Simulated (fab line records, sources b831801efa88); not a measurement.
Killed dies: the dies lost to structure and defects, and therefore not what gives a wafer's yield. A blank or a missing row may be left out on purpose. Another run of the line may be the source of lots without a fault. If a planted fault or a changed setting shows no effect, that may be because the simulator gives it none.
Comparing a struck lot with a sound one :: flow sky130 :: 43 out of 708 route steps
Sound: the wafers L126.2, L126.5, L126.6. Wafers struck: L133.1, L133.3, L133.5. The cause comes at the end.
Per side, at each step with rows, come the tool, then ch with its chambers, and then its first start. Under that, the readings that differ: sound wafers :: struck wafers :: difference of the means :: sigmas: that difference in standard deviations of wafers without a fault.
alike: a reading whose means differ by less than 2 such deviations, as well as words and numbers matching on both sides. not compared: withheld readings; readings where some wafer has no value; bounds like >300 that might hide an equal value; numbers whose values overlap and for which the record gives no deviation.
Wherever a step has rows on one side only, a row that says differs or no value, or a row with sigmas, the two part there. Numbers that don't overlap but have no deviation are shown without sigmas and don't part them. A reading missing from all wafers of one side parts the sides only when that side holds two or more wafers.

first, 2 steps without rows for these wafers: SKY_DNWELL_DEVELOP_06 (develop time 60 s); SKY_DNWELL_IMPLANT_07.
SKY_DNWELL_STRIP_08: strips in O2/N2.
  sound on plasma_asher-03 ch 0,1, day 6 06:04; struck on plasma_asher-03 ch 0,1, day 7 15:25
  alike: chamber_pressure_mTorr, drypump_motor_current_A, oes_product_au, strip_time_to_endpoint_s
  not compared: rf_hours_counter_h
SKY_DNWELL_TW_MEAS_09:
  sound on film_metro-02, day 6 06:10; struck on film_metro-01, day 7 15:31
  alike: DNWELL_TW
then, 7 steps without rows for these wafers: SKY_PWDE_DEHYDRATE_00 (time 60 s); SKY_PWDE_HMDS_01 (prime time 60 s); SKY_PWDE_COAT_02 (resist thk 3000 nm); SKY_PWDE_SOFTBAKE_03; SKY_PWDE_EXPOSE_04 (exposes mask PWDEM, target cd 840 nm); SKY_PWDE_PEB_05; SKY_PWDE_DEVELOP_06 (develop time 60 s).
SKY_PWDE_OVL_MEAS_07:
  sound on overlay-01, day 7 01:01; struck on overlay-01, day 8 11:58
  alike: PWDE_OVL
SKY_PWDE_IMPLANT_08:
  sound on implanter-02 ch 0, day 7 01:04; struck on implanter-02 ch 0, day 8 12:00
reading: dose_ions_cm2
sound: 3.596e+12 3.597e+12 3.601e+12
struck: 1.532e+12 1.531e+12 1.532e+12
difference: -2.066e+12
sigmas: -99 or more

reading: faraday_current_uA
sound: 20.5 20.4 19.9
struck: 8.4 8.8 8.8
difference: -11.6
sigmas: -30
SKY_PWDE_STRIP_09: strips in O2/N2.
  sound on plasma_asher-03 ch 0,1, day 7 01:11; struck on plasma_asher-03 ch 0,1, day 8 12:09
  alike: chamber_pressure_mTorr, drypump_motor_current_A, oes_product_au, strip_time_to_endpoint_s
  not compared: rf_hours_counter_h
SKY_PWDE_TW_MEAS_10:
  sound on film_metro-01, day 7 01:18; struck on film_metro-02, day 8 12:28
reading: PWDE_TW
sound: 370 371 371
struck: 289 289 288
difference: -82
sigmas: -18
  not compared: hold
then, 6 steps without rows for these wafers: SKY_NWELL_HMDS_04 (prime time 60 s); SKY_NWELL_COAT_05 (resist thk 3000 nm); SKY_NWELL_SOFTBAKE_06; SKY_NWELL_EXPOSE_07 (exposes mask NWM, target cd 840 nm); SKY_NWELL_PEB_08; SKY_NWELL_DEVELOP_09 (develop time 60 s).
SKY_NWELL_OVL_MEAS_10:
  sound on overlay-01, day 7 21:07; struck on overlay-01, day 9 08:37
  alike: NWELL_00_OVL
then, 3 steps without rows for these wafers: SKY_NWELL_IMPLANT_11; SKY_NWELL_IMPLANT_12; SKY_NWELL_IMPLANT_13.
SKY_NWELL_STRIP_14: strips in O2/N2.
  sound on plasma_asher-02 ch 0,1, day 7 21:36; struck on plasma_asher-02 ch 0,1, day 9 09:07
  alike: chamber_pressure_mTorr, drypump_motor_current_A, oes_product_au, strip_time_to_endpoint_s
  not compared: rf_hours_counter_h
SKY_NWELL_TW_MEAS_15:
  sound on film_metro-02, day 7 21:43; struck on film_metro-01, day 9 09:13
  alike: NWELL_TW
then, 7 steps without rows for these wafers: SKY_NWELL_DEHYDRATE_16 (time 60 s); SKY_NWELL_HMDS_17 (prime time 60 s); SKY_NWELL_COAT_18 (resist thk 3000 nm); SKY_NWELL_SOFTBAKE_19; SKY_NWELL_EXPOSE_20 (exposes mask NWM COMPLEMENT, target cd 840 nm); SKY_NWELL_PEB_21; SKY_NWELL_DEVELOP_22 (develop time 60 s).
SKY_NWELL_OVL_MEAS_23:
  sound on overlay-01, day 8 17:35; struck on overlay-01, day 10 07:43
  alike: NWELL_01_OVL
then, 1 step without rows for these wafers: SKY_NWELL_IMPLANT_24.
SKY_NWELL_STRIP_25: strips in O2/N2.
  sound on plasma_asher-01 ch 0,1, day 8 17:46; struck on plasma_asher-04 ch 0,1, day 10 07:55
  alike: chamber_pressure_mTorr, drypump_motor_current_A, oes_product_au, strip_time_to_endpoint_s
  not compared: rf_hours_counter_h
SKY_NWELL_TW_MEAS_26:
  sound on film_metro-02, day 8 17:52; struck on film_metro-02, day 10 08:01
  alike: NWELL_2_TW
then, 1 step without rows for these wafers: SKY_NWELL_CLEAN_27 (cleans in SC1/SC2, time 150 s).
SKY_NWELL_RTA_28: time 30 s.
  sound on rtp_anneal-01 ch 0, day 8 17:59; struck on rtp_anneal-01 ch 0, day 10 08:07
  alike: lamp_power_pct, wafer_temp_C_max
SKY_NWELL_RS_MEAS_29: measures by four-point-probe.
  sound on film_metro-03, day 8 18:05; struck on film_metro-03, day 10 08:13
  alike: NWELL_RS
SKY_NWELL_RS_MEAS_31: measures by four-point-probe.
  sound on film_metro-03, day 8 18:20; struck on film_metro-03, day 10 08:45
reading: PWDE_RS (ohm/sq)
sound: 5266 5246 5244
struck: 10927 10949 10953
difference: +5691
sigmas: +99 or more
  not compared: hold
SKY_PAD_OPEN_PROBE_99:
  the record has rows for the sound wafers here (prober-02, day 49 07:43) and none for the struck ones

## WHERE THEY PART
First at SKY_PWDE_IMPLANT_08; last, within this record, at SKY_PAD_OPEN_PROBE_99.

WHY: the cause the simulator had injected
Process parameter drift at SKY_PWDE_IMPLANT_08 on implanter-02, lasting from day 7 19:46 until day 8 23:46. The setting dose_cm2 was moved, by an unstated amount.
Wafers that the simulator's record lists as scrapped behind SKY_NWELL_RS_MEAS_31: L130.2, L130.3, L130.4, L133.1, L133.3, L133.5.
